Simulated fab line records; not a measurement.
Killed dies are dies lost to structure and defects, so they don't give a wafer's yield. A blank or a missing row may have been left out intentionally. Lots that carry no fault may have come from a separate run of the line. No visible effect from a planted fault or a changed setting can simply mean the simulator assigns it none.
What tool caused it? / flow sky130 / 10 lots, 30 wafers sampled, at 1 step of a route of 708

## WHAT THE GAUGES SHOWED, per wafer
SKY_CONTACT_THK_MEAS_26: measures by xrf.
lot=L682; measured=day 33 09:17; on=film-metro-02; CONTACT_W_THK (nm)=330 327 329
lot=L687; measured=day 35 05:43; on=film-metro-02; CONTACT_W_THK (nm)=332 319 331
lot=L688; measured=day 35 16:48; on=film-metro-01; CONTACT_W_THK (nm)=334 337 332
lot=L690; measured=day 35 19:00; on=film-metro-03; CONTACT_W_THK (nm)=334 334 334
lot=L689; measured=day 35 21:43; on=film-metro-03; CONTACT_W_THK (nm)=325 330 327
lot=L693; measured=day 36 16:37; on=film-metro-03; CONTACT_W_THK (nm)=343 327 328
lot=L698; measured=day 37 20:41; on=film-metro-03; CONTACT_W_THK (nm)=331 335 333
lot=L697; measured=day 37 22:42; on=film-metro-02; CONTACT_W_THK (nm)=330 329 329
lot=L699; measured=day 38 09:55; on=film-metro-02; CONTACT_W_THK (nm)=327 325 326
lot=L700; measured=day 38 11:33; on=film-metro-01; CONTACT_W_THK (nm)=334 328 338

## WHAT TOOL EACH LOT RAN ON (gives the tool, then ch and the chambers of the sampled wafers, and finally the start)
Record: no process step prior to these readings.

## AS READ BY THE TOOLS THEMSELVES (means over the sampled wafers that have a number; for cases with no such wafer, the mark the record gives instead)
The record holds no such reading with a usual standard deviation.

## THE ANSWER, worked out from the rows above alone
Rule: what is usual is taken from the lots themselves. Put in order of their means at a reading, lots are off if they are a third of the lots or fewer, leave a main group of 4 or more, and stand apart from it by a gap of 3 or more times the standard deviation of the main group's means; of several such gaps the widest counts. A main group is skipped when, at the precision printed for the reading in the tables above, its means are all equal. Also off: a lot with no number at a reading for which 4 or more lots have one. All remaining lots with rows at the step are treated as sound. The gauges are gone through in route order, then the tools' own readings, and for those a lot's mean is taken as printed above. At the first step where some lot is off, the reading lying furthest off is the one used; lots without a number count as furthest.
Nothing can be told from this: no lot is off at any reading shown.

## WHAT THE SIMULATOR PUT IN
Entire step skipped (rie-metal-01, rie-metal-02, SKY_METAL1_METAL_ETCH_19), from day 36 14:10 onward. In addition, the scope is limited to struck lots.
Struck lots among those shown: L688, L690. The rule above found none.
